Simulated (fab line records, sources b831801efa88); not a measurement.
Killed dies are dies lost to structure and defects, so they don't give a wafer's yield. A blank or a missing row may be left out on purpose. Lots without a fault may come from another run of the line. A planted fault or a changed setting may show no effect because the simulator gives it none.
fab line records | flow gf180mcu
record lots=5 wafers=15 last_day=34
route steps=602 shown CONTACT@312 M1@315 V1@335
lots that met no fault: from a run of the same line without faults
start_h: hours from the record's first day to the start of the lot's first wafer shown | wait_h: hours since the lot's step before | " the same as in the row above | L1.1+2: a row that stands for several wafers | - no value, or no start given | * or withheld: withheld | < > ~ a bound
route shown NAME@n: a module of which the file shows steps, and the number in the route of the first | usual: mean/standard deviation of fault-free wafers | same: alike in all rows | chamber/n: place in a boat | sites: the reading at each site | _std_site: their standard deviation | _edge_site: outer sites' mean less inner sites' | radius_mm: how far each site lies from the wafer's centre | mask NAME#n: copy n | behind: the tool/chamber that last shaped the wafer | hold: why the lot was held/for how many hours/how that ended | device: the transistor (n, p or np) that didn't switch | end of line: the same wafers' tests at the end of the route | a step without rows: its recipe alone | killed: dies lost to structure and defects at the first sort, not the wafer's yield | map: a wafer's dies, x killed, . not, _ none there
set.NAME: the setting as run; set.NAME@STEP: as run at that earlier step | model.NAME: the simulator's own value behind a step, which no gauge read
lots at some steps of the route; a table a step, a row a wafer
services: from which hour (start_h, from the record's first day; less than 0 if before it) a tool's chamber was out of use, for how many hours, and why
## steps
# step GF_CONTACT_RS_MEAS_25
# recipe thk_meas_gauge=four-point-probe reads=W_of_CONTACT_CVD_24+TiN_of_CONTACT_SPUTTER_23+Ti_of_CONTACT_SPUTTER_22
# usual CONTACT_W_RS=0.383/0.0052
# columns lot.wafer tool chamber start_h wait_h CONTACT_W_RS[ohm/sq]
L075.1 film_metro-01 - 369.57 0.1 0.382
L075.3 " - " " 0.383
L075.6 " - " " 0.384
L081.2 film_metro-02 - 423.08 0.1 0.378
L081.3 " - " " 0.375
L081.4 " - " " 0.380
L083.1 film_metro-02 - 444.54 0.1 0.393
L083.4 " - " " 0.393
L083.6 " - " " 0.392
L091.3 film_metro-01 - 525.31 0.1 0.378
L091.4 " - " " 0.381
L091.6 " - " " 0.384
L097.2 film_metro-02 - 560.05 0.1 0.385
L097.3 " - " " 0.389
L097.4 " - " " 0.380
# step GF_CONTACT_THK_MEAS_26
# recipe thk_meas_gauge=xrf reads=W_of_CONTACT_CVD_24
# usual CONTACT_W_THK=295/4.7
# columns lot.wafer tool chamber start_h wait_h CONTACT_W_THK[nm]
L075.1 film_metro-01 - 369.69 0.1 294
L075.3 " - " " 297
L075.6 " - " " 293
L081.2 film_metro-02 - 423.19 0.1 302
L081.3 " - " " 306
L081.4 " - " " 302
L083.1 film_metro-02 - 444.66 0.1 292
L083.4 " - " " 293
L083.6 " - " " 294
L091.3 film_metro-01 - 525.41 0.1 298
L091.4 " - " " 294
L091.6 " - " " 294
L097.2 film_metro-02 - 560.16 0.1 293
L097.3 " - " " 291
L097.4 " - " " 297
# step GF_CONTACT_CMP_27
# recipe stop_on=SiO2 down_force_psi=3.5 platen_rpm=60 t_overpolish_s=15 target_thk_nm=0 pad_velocity_m_s=0.94248
# usual motor_current_A=11.2/0.9 overpolish_run_s=15.000/0.0094 platen_rpm=60.00/0.039 slurry_flow_ml_min=150.0/0.5 time_to_endpoint_s=74/4.2
# same t_overpolish_s=15
# columns lot.wafer tool chamber start_h wait_h motor_current_A overpolish_run_s platen_rpm slurry_flow_ml_min time_to_endpoint_s
L075.1 cmp-01 3 369.80 0.1 12.6 14.996 60.05 150.2 74
L075.3 " 1 " " 11.9 15.006 60.05 149.6 68
L075.6 " 3 " " 12.8 15.012 59.97 149.8 75
L081.4 cmp-02 3 423.24 0.0 10.2 14.995 59.99 149.8 81
L081.3 " 0 " " 11.0 14.995 60.02 149.1 75
L081.2 " 2 " " 10.7 15.006 60.00 150.1 76
L083.4 cmp-02 2 444.77 0.1 11.1 15.000 60.08 150.1 72
L083.1 " 3 " " 10.2 14.994 59.98 150.4 75
L083.6 " 2 " " 10.6 14.991 60.06 149.1 67
L091.3 cmp-01 1 525.50 0.1 11.6 15.020 60.02 150.0 71
L091.4 " 3 " " 12.4 15.002 60.04 149.3 78
L091.6 " 1 " " 11.6 14.991 60.03 149.8 71
L097.2 cmp-02 1 560.21 0.0 9.9 14.985 60.06 150.2 69
L097.3 " 3 " " 10.1 14.995 60.00 150.7 77
L097.4 " 0 " " 11.6 15.001 59.99 149.7 75
# step GF_M1_SPUTTER_00
# recipe material=Ti target_thk_nm=37.5 arriving_ion_energy_ev=80 substrate_temp_c=200 chamber_pressure_pa=2 power_w=4000 time_s=150
# usual throttle_valve_pct=30.3/0.77
# columns lot.wafer tool chamber start_h wait_h throttle_valve_pct
L075.1 pvd_sputter-04 - 370.05 0.2 29.5
L075.3 " - " " 30.2
L075.6 " - " " 29.5
L081.2 pvd_sputter-04 - 423.54 0.1 31.6
L081.3 " - " " 30.0
L081.4 " - " " 29.4
L083.1 pvd_sputter-04 - 445.02 0.1 29.3
L083.4 " - " " 31.7
L083.6 " - " " 31.8
L091.3 pvd_sputter-01 - 525.75 0.2 29.8
L091.4 " - " " 30.4
L091.6 " - " " 29.9
L097.2 pvd_sputter-04 - 560.51 0.2 31.6
L097.3 " - " " 29.5
L097.4 " - " " 29.3
# step GF_M1_SPUTTER_01
# recipe material=TiN target_thk_nm=30 power_w=6500 time_s=25 chamber_pressure_pa=0.4
# usual throttle_valve_pct=30.3/0.74
# columns lot.wafer tool chamber start_h wait_h throttle_valve_pct
L075.1 pvd_sputter-04 - 370.15 0.1 29.4
L075.3 " - " " 30.2
L075.6 " - " " 29.4
L081.2 pvd_sputter-04 - 423.64 0.1 31.8
L081.3 " - " " 30.2
L081.4 " - " " 29.1
L083.1 pvd_sputter-04 - 445.12 0.1 29.3
L083.4 " - " " 31.7
L083.6 " - " " 31.8
L091.3 pvd_sputter-01 - 525.85 0.1 30.0
L091.4 " - " " 30.2
L091.6 " - " " 30.3
L097.2 pvd_sputter-04 - 560.61 0.1 31.5
L097.3 " - " " 29.3
L097.4 " - " " 29.2
# step GF_M1_SPUTTER_02
# recipe material=AlCu target_thk_nm=450 power_w=10600 time_s=23.9 chamber_pressure_pa=0.4
# usual throttle_valve_pct=30.3/0.77
# columns lot.wafer tool chamber start_h wait_h throttle_valve_pct
L075.1 pvd_sputter-04 - 370.18 0.0 29.2
L075.3 " - " " 30.5
L075.6 " - " " 29.2
L081.2 pvd_sputter-04 - 423.68 0.0 31.7
L081.3 " - " " 30.2
L081.4 " - " " 29.1
L083.1 pvd_sputter-04 - 445.15 0.0 29.5
L083.4 " - " " 31.8
L083.6 " - " " 31.9
L091.3 pvd_sputter-01 - 525.88 0.0 30.3
L091.4 " - " " 30.3
L091.6 " - " " 30.5
L097.2 pvd_sputter-04 - 560.64 0.0 31.6
L097.3 " - " " 29.4
L097.4 " - " " 29.3
# step GF_M1_SPUTTER_03
# recipe material=Ti target_thk_nm=10 substrate_temp_c=300 chamber_pressure_pa=0.3 power_w=3000 time_s=6.7
# usual throttle_valve_pct=30.3/0.79
# columns lot.wafer tool chamber start_h wait_h throttle_valve_pct
L075.1 pvd_sputter-04 - 370.21 0.0 29.3
L075.3 " - " " 30.2
L075.6 " - " " 29.6
L081.2 pvd_sputter-04 - 423.71 0.0 31.9
L081.3 " - " " 30.3
L081.4 " - " " 29.4
L083.1 pvd_sputter-04 - 445.18 0.0 29.4
L083.4 " - " " 31.7
L083.6 " - " " 31.5
L091.3 pvd_sputter-01 - 525.91 0.0 29.8
L091.4 " - " " 30.3
L091.6 " - " " 30.2
L097.2 pvd_sputter-04 - 560.67 0.0 31.8
L097.3 " - " " 29.4
L097.4 " - " " 29.4
# step GF_M1_SPUTTER_04
# recipe material=TiN target_thk_nm=50 power_w=6500 time_s=41.7 chamber_pressure_pa=0.4
# usual throttle_valve_pct=30.3/0.76
# columns lot.wafer tool chamber start_h wait_h throttle_valve_pct
L075.1 pvd_sputter-04 - 370.23 0.0 29.6
L075.3 " - " " 30.1
L075.6 " - " " 29.3
L081.2 pvd_sputter-04 - 423.73 0.0 31.9
L081.3 " - " " 30.5
L081.4 " - " " 29.4
L083.1 pvd_sputter-04 - 445.20 0.0 29.6
L083.4 " - " " 31.8
L083.6 " - " " 31.7
L091.3 pvd_sputter-01 - 525.93 0.0 30.1
L091.4 " - " " 30.5
L091.6 " - " " 30.0
L097.2 pvd_sputter-04 - 560.69 0.0 31.5
L097.3 " - " " 29.3
L097.4 " - " " 29.3
# step GF_M1_RS_MEAS_05
# recipe thk_meas_gauge=four-point-probe reads=TiN_of_M1_SPUTTER_04+Ti_of_M1_SPUTTER_03+AlCu_of_M1_SPUTTER_02+TiN_of_M1_SPUTTER_01+Ti_of_M1_SPUTTER_00
# usual M1_ALCU_RS=0.0694/0.00078
# columns lot.wafer tool chamber start_h wait_h M1_ALCU_RS[ohm/sq]
L075.1 film_metro-01 - 370.27 0.0 0.0681
L075.3 " - " " 0.0689
L075.6 " - " " 0.0693
L081.2 film_metro-03 - 423.79 0.0 0.0695
L081.3 " - " " 0.0699
L081.4 " - " " 0.0681
L083.1 film_metro-03 - 445.24 0.0 0.0684
L083.4 " - " " 0.0687
L083.6 " - " " 0.0691
L091.3 film_metro-03 - 526.01 0.1 0.0690
L091.4 " - " " 0.0687
L091.6 " - " " 0.0691
L097.2 film_metro-03 - 560.75 0.0 0.0695
L097.3 " - " " 0.0692
L097.4 " - " " 0.0703
# step GF_M1_THK_MEAS_06
# recipe thk_meas_gauge=xrf reads=AlCu_of_M1_SPUTTER_02
# usual M1_ALCU_THK=453/5.4
# columns lot.wafer tool chamber start_h wait_h M1_ALCU_THK[nm]
L075.1 film_metro-01 - 370.39 0.1 465
L075.3 " - " " 454
L075.6 " - " " 452
L081.2 film_metro-03 - 423.90 0.1 453
L081.3 " - " " 452
L081.4 " - " " 462
L083.1 film_metro-03 - 445.36 0.1 460
L083.4 " - " " 457
L083.6 " - " " 455
L091.3 film_metro-03 - 526.11 0.1 455
L091.4 " - " " 456
L091.6 " - " " 457
L097.2 film_metro-03 - 560.86 0.1 449
L097.3 " - " " 454
L097.4 " - " " 449
# step GF_M1_DEHYDRATE_07
# recipe temp_c=200 time_s=60
# usual heater_power_total_W=160.37/0.12 resist_line_temp_C=22.98/0.098
# columns lot.wafer tool chamber start_h wait_h heater_power_total_W resist_line_temp_C
L075.1 litho_track-01 0 381.30 10.9 160.45 23.08
L075.3 " 0 " " 160.53 22.96
L075.6 " 0 " " 160.33 23.05
L081.2 litho_track-03 0 435.24 11.3 160.39 22.87
L081.3 " 0 " " 160.44 22.98
L081.4 " 0 " " 160.33 22.95
L083.1 litho_track-03 0 456.82 11.4 160.37 22.93
L083.4 " 0 " " 160.53 22.82
L083.6 " 0 " " 160.53 22.94
L091.3 litho_track-03 0 536.96 10.8 160.17 22.96
L091.4 " 0 " " 160.48 23.00
L091.6 " 0 " " 160.35 23.05
L097.2 litho_track-01 0 571.47 10.6 160.57 22.97
L097.3 " 0 " " 160.43 23.08
L097.4 " 0 " " 160.21 22.99
# step GF_M1_HMDS_08
# recipe prime_time_s=60 prime_temp_c=120
# usual resist_line_temp_C=22.99/0.097
# columns lot.wafer tool chamber start_h wait_h resist_line_temp_C
L075.1 litho_track-01 0 381.45 0.1 22.99
L075.3 " 0 " " 23.01
L075.6 " 0 " " 23.04
L081.2 litho_track-03 0 435.39 0.1 23.01
L081.3 " 0 " " 23.02
L081.4 " 0 " " 22.76
L083.1 litho_track-03 0 456.97 0.1 23.01
L083.4 " 0 " " 22.96
L083.6 " 0 " " 22.94
L091.3 litho_track-03 0 537.11 0.1 22.94
L091.4 " 0 " " 22.95
L091.6 " 0 " " 22.96
L097.2 litho_track-01 0 571.62 0.1 22.99
L097.3 " 0 " " 23.07
L097.4 " 0 " " 23.04
# step GF_M1_COAT_09
# recipe resist=KrF spin_rpm=withheld resist_thk_nm=1000
# usual resist_line_temp_C=22.98/0.1
# columns lot.wafer tool chamber start_h wait_h resist_line_temp_C
L075.1 litho_track-01 0 381.60 0.1 23.01
L075.3 " 0 " " 22.99
L075.6 " 0 " " 22.91
L081.2 litho_track-03 0 435.54 0.1 22.97
L081.3 " 0 " " 23.04
L081.4 " 0 " " 23.06
L083.1 litho_track-03 0 457.12 0.1 22.97
L083.4 " 0 " " 22.88
L083.6 " 0 " " 23.01
L091.3 litho_track-03 0 537.26 0.1 23.10
L091.4 " 0 " " 23.06
L091.6 " 0 " " 23.03
L097.2 litho_track-01 0 571.77 0.1 22.99
L097.3 " 0 " " 23.00
L097.4 " 0 " " 22.95
# step GF_M1_SOFTBAKE_10
# recipe temp_c=130 time_s=60 resist=KrF
# usual heater_power_total_W=93.05/0.06 resist_line_temp_C=23.00/0.098
# columns lot.wafer tool chamber start_h wait_h heater_power_total_W resist_line_temp_C
L075.1 litho_track-01 0 381.75 0.1 93.04 22.88
L075.3 " 0 " " 93.08 22.83
L075.6 " 0 " " 93.08 22.97
L081.2 litho_track-03 0 435.69 0.1 93.11 22.96
L081.3 " 0 " " 93.02 23.03
L081.4 " 0 " " 93.12 23.11
L083.1 litho_track-03 0 457.27 0.1 93.12 23.06
L083.4 " 0 " " 93.02 23.01
L083.6 " 0 " " 93.07 22.96
L091.3 litho_track-03 0 537.41 0.1 93.06 22.96
L091.4 " 0 " " 92.99 22.97
L091.6 " 0 " " 92.93 22.92
L097.2 litho_track-01 0 571.92 0.1 93.02 22.90
L097.3 " 0 " " 93.01 22.98
L097.4 " 0 " " 93.07 22.90
# step GF_M1_EXPOSE_11
# recipe mask_id=Metal1 target_cd_nm=230 na=0.68 source_shape=conventional sigma_outer=0.6 dose_mj=28
# usual reticle_temp_C=23.00/0.1
# columns lot.wafer tool chamber start_h wait_h mask reticle_temp_C
L075.1 krf_scanner-02 0 - - Metal1#0 23.02
L075.3 " 0 " " Metal1#0 22.97
L075.6 " 0 " " Metal1#0 23.16
L081.2 krf_scanner-02 0 - - Metal1#0 23.06
L081.3 " 0 " " Metal1#0 23.08
L081.4 " 0 " " Metal1#0 23.04
L083.1 krf_scanner-02 0 - - Metal1#0 22.93
L083.4 " 0 " " Metal1#0 22.99
L083.6 " 0 " " Metal1#0 23.07
L091.3 krf_scanner-01 0 - - Metal1#0 23.10
L091.4 " 0 " " Metal1#0 22.96
L091.6 " 0 " " Metal1#0 22.88
L097.2 krf_scanner-02 0 - - Metal1#0 22.96
L097.3 " 0 " " Metal1#0 23.05
L097.4 " 0 " " Metal1#0 23.05
# step GF_M1_PEB_12
# recipe peb_temp_c=135 peb_time_s=90 resist=KrF
# usual heater_power_total_W=85.70/0.087 resist_line_temp_C=22.98/0.096
# columns lot.wafer tool chamber start_h wait_h heater_power_total_W resist_line_temp_C
L075.1 litho_track-02 0 - - 85.74 22.91
L075.3 " 0 " " 85.65 22.94
L075.6 " 0 " " 85.64 22.94
L081.2 litho_track-02 0 - - 85.67 23.01
L081.3 " 0 " " 85.80 23.02
L081.4 " 0 " " 85.63 23.11
L083.1 litho_track-01 0 - - 85.60 23.02
L083.4 " 0 " " 85.82 22.98
L083.6 " 0 " " 85.66 23.05
L091.3 litho_track-02 0 - - 85.79 23.12
L091.4 " 0 " " 85.61 23.07
L091.6 " 0 " " 85.78 22.97
L097.2 litho_track-02 0 - - 85.71 23.00
L097.3 " 0 " " 85.71 23.04
L097.4 " 0 " " 85.77 23.01
# step GF_M1_DEVELOP_13
# recipe develop_time_s=60 dev_temp_c=21
# usual resist_line_temp_C=22.98/0.1
# columns lot.wafer tool chamber start_h wait_h resist_line_temp_C
L075.1 litho_track-02 0 392.95 0.2 22.70
L075.3 " 0 " " 22.89
L075.6 " 0 " " 22.87
L081.2 litho_track-02 0 447.92 0.2 23.11
L081.3 " 0 " " 22.84
L081.4 " 0 " " 23.02
L083.1 litho_track-01 0 469.40 0.2 23.09
L083.4 " 0 " " 22.93
L083.6 " 0 " " 22.98
L091.3 litho_track-02 0 548.80 0.1 22.87
L091.4 " 0 " " 22.97
L091.6 " 0 " " 22.96
L097.2 litho_track-02 0 581.97 0.2 23.01
L097.3 " 0 " " 23.02
L097.4 " 0 " " 23.13
# step GF_M1_CD_MEAS_14
# recipe target_cd_nm=230
# usual cd_nm=230.0/0.99
# columns lot.wafer tool chamber start_h wait_h cd_nm
L075.1 cd_sem-01 - 393.10 0.1 230.3
L075.3 " - " " 230.7
L075.6 " - " " 230.7
L081.2 cd_sem-01 - 448.07 0.1 229.9
L081.3 " - " " 230.6
L081.4 " - " " 230.6
L083.1 cd_sem-02 - 469.55 0.1 229.8
L083.4 " - " " 229.4
L083.6 " - " " 229.3
L091.3 cd_sem-02 - 548.94 0.1 230.3
L091.4 " - " " 230.7
L091.6 " - " " 229.9
L097.2 cd_sem-02 - 582.11 0.1 230.8
L097.3 " - " " 230.8
L097.4 " - " " 229.4
# step GF_M1_OVL_MEAS_15
# usual M1_OVL=1/6.1
# columns lot.wafer tool chamber start_h wait_h M1_OVL[nm]
L075.1 overlay-02 - 393.22 0.1 -8
L075.3 " - " " -3
L075.6 " - " " -5
L081.2 overlay-02 - 448.17 0.1 1
L081.3 " - " " 4
L081.4 " - " " 0
L083.1 overlay-01 - 469.67 0.1 8
L083.4 " - " " 7
L083.6 " - " " 5
L091.3 overlay-01 - 549.03 0.1 2
L091.4 " - " " -3
L091.6 " - " " -3
L097.2 overlay-02 - 582.22 0.1 2
L097.3 " - " " 9
L097.4 " - " " -2
# step GF_M1_METAL_ETCH_16
# recipe chemistry=Cl2/BCl3 mask_material=KrF target_depth_nm=750.8 stop_on=SiO2 pressure_mtorr=8 icp_w=800 bias_w=140 Cl2_flow_sccm=80 bcl3_flow_sccm=40 time_s=125.1
# usual bcl3_flow_sccm=39.97/0.13 bias_w=140.0/0.39 drypump_motor_current_A=6.0/0.54 mfc_cl2_sccm=80.00/0.24 oes_product_au=0.990/0.0065 throttle_valve_pct=28.229/0.01
# columns lot.wafer tool chamber start_h wait_h bcl3_flow_sccm bias_w drypump_motor_current_A mfc_cl2_sccm oes_product_au rf_hours_counter_h throttle_valve_pct
L075.1 rie_metal-03 0 393.25 0.0 39.95 140.6 5.8 79.81 0.986 2 28.232
L075.3 " 0 " " 39.88 140.3 5.8 79.58 0.979 - 28.250
L075.6 " 0 " " 39.89 139.8 5.8 79.52 0.966 - 28.240
L081.2 rie_metal-01 1 448.20 0.0 40.16 140.0 5.2 80.19 0.987 10 28.233
L081.3 " 1 " " 40.17 140.3 5.2 79.78 0.993 - 28.234
L081.4 " 0 " " 39.74 140.2 5.7 79.70 0.992 - 28.239
L083.1 rie_metal-02 0 469.70 0.0 39.78 139.8 6.4 80.03 1.002 6 28.234
L083.4 " 0 " " 39.81 139.5 6.4 80.01 0.990 - 28.225
L083.6 " 0 " " 39.75 139.9 6.4 80.16 0.993 - 28.213
L091.3 rie_metal-03 1 549.09 0.1 39.75 140.3 6.7 80.22 0.983 - 28.233
L091.4 " 0 " " 39.81 139.4 5.8 79.82 0.989 - 28.254
L091.6 " 1 " " 39.77 139.8 6.7 80.08 0.990 - 28.241
L097.2 rie_metal-01 0 582.25 0.0 40.02 139.8 5.7 79.65 0.986 2 28.224
L097.3 " 1 " " 40.01 140.2 5.2 80.08 0.996 - 28.220
L097.4 " 0 " " 40.10 139.1 5.8 79.87 0.993 - 28.224
# step GF_M1_STRIP_17
# recipe chemistry=O2/N2 power_w=1400 pressure_mtorr=1500 platen_temp_c=250 o2_flow_sccm=3000 n2_flow_sccm=300 overash_fraction=0.5
# usual drypump_motor_current_A=5.95/0.26 heater_power_w=356/29 oes_product_au=0.538/0.0049 strip_time_to_endpoint_s=7.40/0.051
# columns lot.wafer tool chamber start_h wait_h drypump_motor_current_A heater_power_w oes_product_au rf_hours_counter_h strip_time_to_endpoint_s
L075.1 plasma_asher-02 1 393.38 0.1 5.64 381 0.548 79 7.43
L075.3 " 1 " " 5.62 371 0.540 - 7.51
L075.6 " 0 " " 6.14 303 0.543 - 7.53
L081.2 plasma_asher-02 0 448.33 0.1 6.14 301 0.543 85 7.43
L081.3 " 0 " " 6.15 305 0.535 - 7.39
L081.4 " 1 " " 5.65 384 0.540 - 7.42
L083.1 plasma_asher-04 0 469.83 0.1 6.12 397 0.543 39 7.39
L083.4 " 0 " " 6.13 397 0.541 - 7.36
L083.6 " 1 " " 5.58 361 0.532 - 7.33
L091.3 plasma_asher-01 0 549.21 0.1 5.98 357 0.539 - 7.42
L091.4 " 1 " " 6.27 346 0.547 - 7.50
L091.6 " 0 " " 5.98 365 0.543 - 7.42
L097.2 plasma_asher-02 1 582.38 0.1 5.62 359 0.539 100 7.40
L097.3 " 1 " " 5.63 366 0.541 - 7.33
L097.4 " 0 " " 6.14 299 0.537 - 7.36
# step GF_M1_STRIP_18
# recipe chemistry=post_etch_residue_remover time_s=1200 temp_c=72.5
# usual bath_guard_temp_C=72.5/0.41
# columns lot.wafer tool chamber start_h wait_h bath_guard_temp_C
L075.1 wet_bench-02 1 393.48 0.1 72.2
L075.3 " 1 " " 72.0
L075.6 " 1 " " 72.5
L081.2 wet_bench-01 2 448.43 0.1 72.2
L081.3 " 2 " " 72.2
L081.4 " 2 " " 72.2
L083.1 wet_bench-04 0 469.93 0.1 72.8
L083.4 " 0 " " 72.3
L083.6 " 0 " " 72.3
L091.3 wet_bench-02 2 549.28 0.0 73.4
L091.4 " 2 " " 73.3
L091.6 " 2 " " 73.4
L097.2 wet_bench-02 0 582.48 0.1 72.4
L097.3 " 0 " " 72.3
L097.4 " 0 " " 72.4
# step GF_M1_CLEAN_19
# recipe chemistry=DIW dry=n2_spin
# columns lot.wafer tool chamber start_h wait_h
L075.1+3+6 wet_bench-01 3 393.82 0.0
L081.2+3+4 wet_bench-04 0 448.77 0.0
L083.1+4+6 wet_bench-01 3 470.28 0.0
L091.3+4+6 wet_bench-01 2 549.65 0.0
L097.2+3+4 wet_bench-01 3 582.82 0.0
# step GF_V1_CVD_00
# recipe material=SiO2 target_thk_nm=600 sigma_open_frac=0.3 temp_c=400 time_s=100 sih4_flow_sccm=60 pressure_mtorr=6
# usual sih4_flow_sccm=60.01/0.17
# columns lot.wafer tool chamber start_h wait_h sih4_flow_sccm
L075.1 hdpcvd-01 0 393.92 0.0 59.73
L075.3 " 2 " " 60.03
L075.6 " 0 " " 60.09
L081.2 hdpcvd-01 2 448.86 0.0 59.70
L081.3 " 1 " " 60.10
L081.4 " 1 " " 60.00
L083.1 hdpcvd-02 2 470.37 0.0 60.44
L083.4 " 1 " " 59.94
L083.6 " 0 " " 59.94
L091.3 hdpcvd-01 0 549.74 0.0 60.15
L091.4 " 0 " " 60.25
L091.6 " 1 " " 59.82
L097.2 hdpcvd-01 1 582.92 0.0 60.20
L097.3 " 2 " " 60.07
L097.4 " 2 " " 59.98
# step GF_V1_THK_MEAS_01
# recipe reads=SiO2_of_V1_CVD_00
# usual V1_CVD_00_THK=600/6.3
# columns lot.wafer tool chamber start_h wait_h V1_CVD_00_THK[nm]
L075.1 film_metro-03 - 393.99 0.0 600
L075.3 " - " " 595
L075.6 " - " " 594
L081.2 film_metro-03 - 448.95 0.0 599
L081.3 " - " " 600
L081.4 " - " " 602
L083.1 film_metro-02 - 470.44 0.0 593
L083.4 " - " " 605
L083.6 " - " " 608
L091.3 film_metro-02 - 549.84 0.1 584
L091.4 " - " " 591
L091.6 " - " " 595
L097.2 film_metro-02 - 583.00 0.0 611
L097.3 " - " " 598
L097.4 " - " " 599
# step GF_V1_CVD_02
# recipe material=SiO2 target_thk_nm=850 precursor=TEOS temp_c=400 time_s=94.851 rf_w=600
# usual heater_power_w=645/110
# columns lot.wafer tool chamber start_h wait_h heater_power_w
L075.1 pecvd-03 0 394.05 0.1 688
L075.3 " 1 " " 673
L075.6 " 1 " " 536
L081.2 pecvd-01 1 449.00 0.0 706
L081.3 " 0 " " 714
L081.4 " 1 " " 764
L083.1 pecvd-01 0 470.50 0.1 612
L083.4 " 1 " " 672
L083.6 " 2 " " 498
L091.3 pecvd-02 0 549.88 0.0 634
L091.4 " 2 " " 617
L091.6 " 1 " " 774
L097.2 pecvd-03 0 583.05 0.0 767
L097.3 " 2 " " 720
L097.4 " 1 " " 626
# step GF_V1_THK_MEAS_03
# recipe reads=SiO2_of_V1_CVD_02
# usual V1_CVD_02_THK=856/11
# columns lot.wafer tool chamber start_h wait_h V1_CVD_02_THK[nm]
L075.1 film_metro-02 - 394.12 0.0 861
L075.3 " - " " 843
L075.6 " - " " 858
L081.2 film_metro-02 - 449.08 0.0 847
L081.3 " - " " 853
L081.4 " - " " 863
L083.1 film_metro-01 - 470.57 0.0 856
L083.4 " - " " 864
L083.6 " - " " 874
L091.3 film_metro-01 - 549.97 0.1 856
L091.4 " - " " 870
L091.6 " - " " 866
L097.2 film_metro-03 - 583.13 0.0 847
L097.3 " - " " 828
L097.4 " - " " 847
# step GF_V1_CMP_04
# recipe material=SiO2 down_force_psi=4 platen_rpm=60 pad_velocity_m_s=0.94248
# usual motor_current_A=12.0/1 platen_rpm=60.00/0.038 slurry_flow_ml_min=150.0/0.47 time_to_endpoint_s=87/6.1
# columns lot.wafer tool chamber start_h wait_h motor_current_A platen_rpm slurry_flow_ml_min time_to_endpoint_s
L075.3 cmp-02 3 394.23 0.1 10.5 60.02 149.8 90
L075.1 " 0 " " 11.1 60.00 150.2 90
L075.6 " 3 " " 11.7 59.95 149.3 95
L081.2 cmp-02 1 449.18 0.1 11.1 60.01 150.3 77
L081.4 " 2 " " 12.2 59.91 149.5 88
L081.3 " 3 " " 11.0 59.96 149.3 93
L083.4 cmp-02 1 470.63 0.0 10.2 59.96 150.4 85
L083.1 " 2 " " 11.2 59.93 149.8 90
L083.6 " 1 " " 10.3 59.99 150.0 88
L091.4 cmp-02 2 550.06 0.1 11.9 59.99 149.4 93
L091.3 " 3 " " 11.5 60.01 150.6 96
L091.6 " 2 " " 11.6 60.05 149.6 94
L097.3 cmp-02 2 583.18 0.0 11.9 60.00 150.3 71
L097.2 " 3 " " 10.7 59.96 150.2 84
L097.4 " 1 " " 10.6 60.04 149.5 73
# step GF_V1_BOW_MEAS_05
# recipe mode=bow
# usual V1_BOW=82/7.4
# columns lot.wafer tool chamber start_h wait_h V1_BOW[um]
L075.1 film_metro-03 - 394.48 0.1 89
L075.3 " - " " 84
L075.6 " - " " 83
L081.2 film_metro-03 - 449.45 0.2 80
L081.3 " - " " 78
L081.4 " - " " 71
L083.1 film_metro-02 - 470.93 0.2 86
L083.4 " - " " 81
L083.6 " - " " 73
L091.3 film_metro-02 - 550.35 0.2 74
L091.4 " - " " 82
L091.6 " - " " 76
L097.2 film_metro-02 - 583.50 0.2 92
L097.3 " - " " 92
L097.4 " - " " 88
# step GF_V1_DEHYDRATE_06
# recipe temp_c=200 time_s=60
# usual heater_power_total_W=160.36/0.11 resist_line_temp_C=23.02/0.11
# columns lot.wafer tool chamber start_h wait_h heater_power_total_W resist_line_temp_C
L075.1 litho_track-04 0 405.62 11.1 160.57 22.89
L075.3 " 0 " " 160.47 22.89
L075.6 " 0 " " 160.25 22.94
L081.2 litho_track-04 0 460.64 11.2 160.49 23.03
L081.3 " 0 " " 160.31 23.06
L081.4 " 0 " " 160.28 22.81
L083.1 litho_track-04 0 482.42 11.5 160.28 22.89
L083.4 " 0 " " 160.37 22.91
L083.6 " 0 " " 160.26 22.85
L091.3 litho_track-02 0 560.69 10.3 160.36 23.06
L091.4 " 0 " " 160.34 22.90
L091.6 " 0 " " 160.40 23.11
L097.2 litho_track-01 0 593.92 10.4 160.15 23.06
L097.3 " 0 " " 160.49 22.78
L097.4 " 0 " " 160.48 23.02
# step GF_V1_HMDS_07
# recipe prime_time_s=60 prime_temp_c=120
# usual resist_line_temp_C=22.99/0.098
# columns lot.wafer tool chamber start_h wait_h resist_line_temp_C
L075.1 litho_track-04 0 405.77 0.1 22.86
L075.3 " 0 " " 23.09
L075.6 " 0 " " 23.07
L081.2 litho_track-04 0 460.79 0.1 22.99
L081.3 " 0 " " 22.99
L081.4 " 0 " " 22.94
L083.1 litho_track-04 0 482.57 0.1 22.99
L083.4 " 0 " " 22.94
L083.6 " 0 " " 22.87
L091.3 litho_track-02 0 560.84 0.1 23.08
L091.4 " 0 " " 22.90
L091.6 " 0 " " 22.88
L097.2 litho_track-01 0 594.07 0.1 22.90
L097.3 " 0 " " 23.03
L097.4 " 0 " " 22.93
# step GF_V1_COAT_08
# recipe resist=BARC temp_c=withheld time_s=withheld spin_rpm=withheld resist_thk_nm=withheld
# usual resist_line_temp_C=*
# columns lot.wafer tool chamber start_h wait_h resist_line_temp_C
L075.1 litho_track-04 0 405.92 0.1 *
L075.3 " 0 " " *
L075.6 " 0 " " *
L081.2 litho_track-04 0 460.94 0.1 *
L081.3 " 0 " " *
L081.4 " 0 " " *
L083.1 litho_track-04 0 482.72 0.1 *
L083.4 " 0 " " *
L083.6 " 0 " " *
L091.3 litho_track-02 0 560.99 0.1 *
L091.4 " 0 " " *
L091.6 " 0 " " *
L097.2 litho_track-01 0 594.22 0.1 *
L097.3 " 0 " " *
L097.4 " 0 " " *
## services
# columns tool chamber start_h hours kind
hdpcvd-01 0 349.76 5.7 repair
cmp-02 - 370.51 19.1 pm
wet_bench-02 - 372.11 1.9 pm
krf_scanner-02 - 382.82 1.3 pm
pvd_sputter-04 - 386.68 2.0 repair
hdpcvd-01 0 402.31 5.3 repair
cmp-02 - 411.29 1.2 repair
krf_scanner-02 - 415.56 1.0 pm
pvd_sputter-04 - 426.70 10.7 repair
krf_scanner-02 - 429.83 0.6 repair
hdpcvd-01 0 434.54 8.4 repair
pvd_sputter-04 - 448.01 8.4 repair
pvd_sputter-01 - 455.62 0.8 repair
pvd_sputter-01 - 469.35 1.5 repair
krf_scanner-02 - 477.17 0.8 repair
cmp-02 - 491.36 0.9 repair
krf_scanner-02 - 497.09 0.8 pm
krf_scanner-02 - 503.48 3.6 pm
cmp-02 - 504.81 2.2 repair
krf_scanner-02 - 558.72 1.3 pm
cmp-02 - 564.61 5.4 pm
cmp-02 - 572.00 4.0 pm
cmp-02 - 580.50 0.5 repair
krf_scanner-02 - 584.56 1.0 pm
## key
fault none
